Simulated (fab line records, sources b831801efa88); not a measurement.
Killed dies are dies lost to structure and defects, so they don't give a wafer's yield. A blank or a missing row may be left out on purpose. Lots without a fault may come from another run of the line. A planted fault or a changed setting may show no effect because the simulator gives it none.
Which tool did it? | flow sky130 | 24 lots, 72 wafers sampled, at 4 steps of a route of 708

WHAT THE GAUGES READ, wafer by wafer
SKY_FIELD_ISO_BOW_MEAS_00.
lot  | measured    | on            | INCOMING_BOW (um)
L074 | day 1 10:00 | film_metro-04 | -2 -3 3
L075 | day 1 15:01 | film_metro-01 | -2 -5 -1
L076 | day 1 20:00 | film_metro-01 | 12 -2 -2
L077 | day 2 01:00 | film_metro-01 | -9 -1 3
L078 | day 2 06:00 | film_metro-01 | -1 6 3
L079 | day 2 11:00 | film_metro-04 | -1 6 2
L080 | day 2 16:02 | film_metro-01 | -14 12 15
L081 | day 2 21:02 | film_metro-02 | 8 -5 -6
L082 | day 3 02:00 | film_metro-01 | -3 -8 2
L083 | day 3 07:00 | film_metro-02 | -2 7 -4
L084 | day 3 12:01 | film_metro-01 | -1 0 2
L085 | day 3 17:00 | film_metro-01 | -7 3 2
L086 | day 3 22:01 | film_metro-01 | -1 0 -11
L087 | day 4 03:00 | film_metro-02 | -9 4 -2
L088 | day 4 08:01 | film_metro-04 | -6 -12 -3
L089 | day 4 13:00 | film_metro-01 | -2 10 2
L090 | day 4 18:01 | film_metro-01 | -7 5 8
L091 | day 4 23:00 | film_metro-02 | -9 3 0
L092 | day 5 04:00 | film_metro-04 | -10 4 -3
L093 | day 5 09:02 | film_metro-01 | 11 -2 -10
L094 | day 5 14:00 | film_metro-01 | 6 -4 -1
L095 | day 5 19:01 | film_metro-01 | -4 5 5
L096 | day 6 00:02 | film_metro-01 | 2 4 -4
L097 | day 6 05:00 | film_metro-02 | -3 3 1

SKY_FIELD_ISO_THK_MEAS_04.
lot  | measured    | on            | FIELD_ISO_CVD_03_THK (nm)
L074 | day 1 13:53 | film_metro-01 | 163.1 163.4 162.9
L075 | day 1 18:29 | film_metro-01 | 163.7 163.8 162.8
L076 | day 2 00:40 | film_metro-02 | 164.9 164.2 165.0
L077 | day 2 05:40 | film_metro-01 | 167.5 166.7 165.5
L078 | day 2 11:04 | film_metro-01 | 166.2 167.1 166.1
L079 | day 2 18:04 | film_metro-04 | 166.4 166.1 166.2
L080 | day 2 22:07 | film_metro-04 | 166.0 166.4 164.8
L081 | day 3 00:30 | film_metro-02 | 166.6 167.8 166.4
L082 | day 3 05:29 | film_metro-04 | 162.7 164.1 162.3
L083 | day 3 12:38 | film_metro-02 | 164.8 164.6 165.7
L084 | day 3 19:37 | film_metro-02 | 166.3 166.9 165.5
L085 | day 4 00:35 | film_metro-01 | 168.1 168.1 166.0
L086 | day 4 04:18 | film_metro-02 | 165.4 164.2 164.5
L087 | day 4 08:22 | film_metro-02 | 166.6 164.1 166.2
L088 | day 4 12:43 | film_metro-02 | 166.1 166.0 166.7
L089 | day 4 16:45 | film_metro-04 | 161.8 161.7 162.2
L090 | day 4 22:47 | film_metro-01 | 166.0 166.5 165.2
L091 | day 5 05:51 | film_metro-02 | 167.1 167.0 167.7
L092 | day 5 12:41 | film_metro-02 | 164.0 163.2 163.7
L093 | day 5 12:42 | film_metro-01 | 165.1 165.1 164.4
L094 | day 5 19:29 | film_metro-02 | 165.5 164.3 164.9
L095 | day 6 01:14 | film_metro-01 | 164.4 164.5 165.7
L096 | day 6 05:18 | film_metro-01 | 165.9 166.6 165.8
L097 | day 6 09:13 | film_metro-02 | 165.4 165.2 165.7

SKY_FIELD_ISO_CD_MEAS_13: target cd 150 nm.
lot  | measured    | on        | cd_nm (nm)
L074 | day 2 04:55 | cd_sem-01 | 150.4 151.3 151.1
L075 | day 2 10:02 | cd_sem-01 | 151.3 149.7 150.3
L076 | day 2 14:34 | cd_sem-01 | 147.3 146.0 147.4
L077 | day 2 20:40 | cd_sem-01 | 149.1 150.1 147.9
L078 | day 3 01:36 | cd_sem-01 | 148.9 150.3 149.1
L079 | day 3 09:36 | cd_sem-02 | 149.4 149.2 149.6
L080 | day 3 13:32 | cd_sem-01 | 147.5 147.5 147.9
L081 | day 3 16:44 | cd_sem-02 | 152.2 150.6 151.1
L082 | day 3 21:01 | cd_sem-01 | 149.6 151.0 149.8
L083 | day 4 04:34 | cd_sem-01 | 149.9 152.7 151.3
L084 | day 4 12:13 | cd_sem-01 | 146.7 148.6 146.3
L085 | day 4 17:28 | cd_sem-01 | 149.8 150.2 150.5
L086 | day 4 21:19 | cd_sem-02 | 150.7 151.1 150.0
L087 | day 5 01:06 | cd_sem-02 | 147.5 147.3 149.0
L088 | day 5 06:20 | cd_sem-01 | 148.2 148.5 148.5
L089 | day 5 10:09 | cd_sem-02 | 149.3 149.0 149.6
L090 | day 5 16:17 | cd_sem-01 | 151.2 151.7 150.6
L091 | day 5 23:15 | cd_sem-02 | 149.6 150.4 151.2
L092 | day 6 07:03 | cd_sem-02 | 148.9 149.6 149.4
L093 | day 6 06:45 | cd_sem-01 | 151.9 150.7 151.9
L094 | day 6 13:54 | cd_sem-02 | 149.6 147.5 149.1
L095 | day 6 20:14 | cd_sem-02 | 149.2 150.5 149.5
L096 | day 7 00:15 | cd_sem-01 | 148.0 147.2 147.8
L097 | day 7 03:55 | cd_sem-02 | 147.3 148.3 146.3

SKY_FIELD_ISO_THK_MEAS_25.
lot  | measured    | on            | FIELD_ISO_CVD_24_THK (nm)
L074 | day 2 06:53 | film_metro-01 | 590 581 590
L075 | day 2 14:18 | film_metro-04 | 604 583 604
L076 | day 2 16:53 | film_metro-02 | 585 585 587
L077 | day 2 22:41 | film_metro-01 | 600 593 599
L078 | day 3 03:56 | film_metro-02 | 596 599 601
L079 | day 3 15:01 | film_metro-01 | 589 586 597
L080 | day 3 20:29 | film_metro-02 | 588 583 595
L081 | day 3 20:34 | film_metro-01 | 595 608 585
L082 | day 4 01:04 | film_metro-01 | 611 599 588
L083 | day 4 07:49 | film_metro-01 | 603 594 592
L084 | day 4 14:11 | film_metro-04 | 597 595 583
L085 | day 4 20:44 | film_metro-01 | 600 586 601
L086 | day 5 02:38 | film_metro-01 | 590 589 586
L087 | day 5 06:42 | film_metro-04 | 586 613 607
L088 | day 5 12:09 | film_metro-01 | 582 605 599
L089 | day 5 14:43 | film_metro-01 | 610 584 585
L090 | day 5 20:26 | film_metro-01 | 594 604 613
L091 | day 6 02:11 | film_metro-02 | 604 577 598
L092 | day 6 10:29 | film_metro-04 | 605 610 589
L093 | day 6 08:42 | film_metro-02 | 583 587 602
L094 | day 6 15:55 | film_metro-04 | 588 590 600
L095 | day 6 22:41 | film_metro-04 | 584 581 580
L096 | day 7 02:12 | film_metro-01 | 591 608 592
L097 | day 7 06:19 | film_metro-02 | 605 582 591

WHICH TOOL RAN EACH LOT (tool, then ch and the chambers of the sampled wafers, then the start)
The record holds no process step before these readings.

WHAT THE TOOLS THEMSELVES READ (means of the sampled wafers that have a number; where no wafer has one, the mark that the record gives instead)
The record holds no such reading with a usual standard deviation.

THE ANSWER, worked out from the rows above alone
Rule: what is usual is taken from the lots themselves. Put in order of their means at a reading, lots are off if they are a third of the lots or fewer, leave a main group of 4 or more, and stand apart from it by a gap of 3 or more times the standard deviation of the main group's means; of several such gaps the widest counts. A main group whose means are all the same, to the digits that the tables above print for the reading, isn't used. A lot without any number at a reading at which 4 lots or more have one is off too. The other lots that the step has rows for count as sound. The gauges are gone through in route order, then the tools' own readings, and for those a lot's mean is taken as printed above. The first step at which some lot is off is used, and at that step the reading that is off furthest; a lot without a number counts as furthest.
No lot is off at any reading shown: from this, nothing can be told.

WHAT THE SIMULATOR HAD PUT IN
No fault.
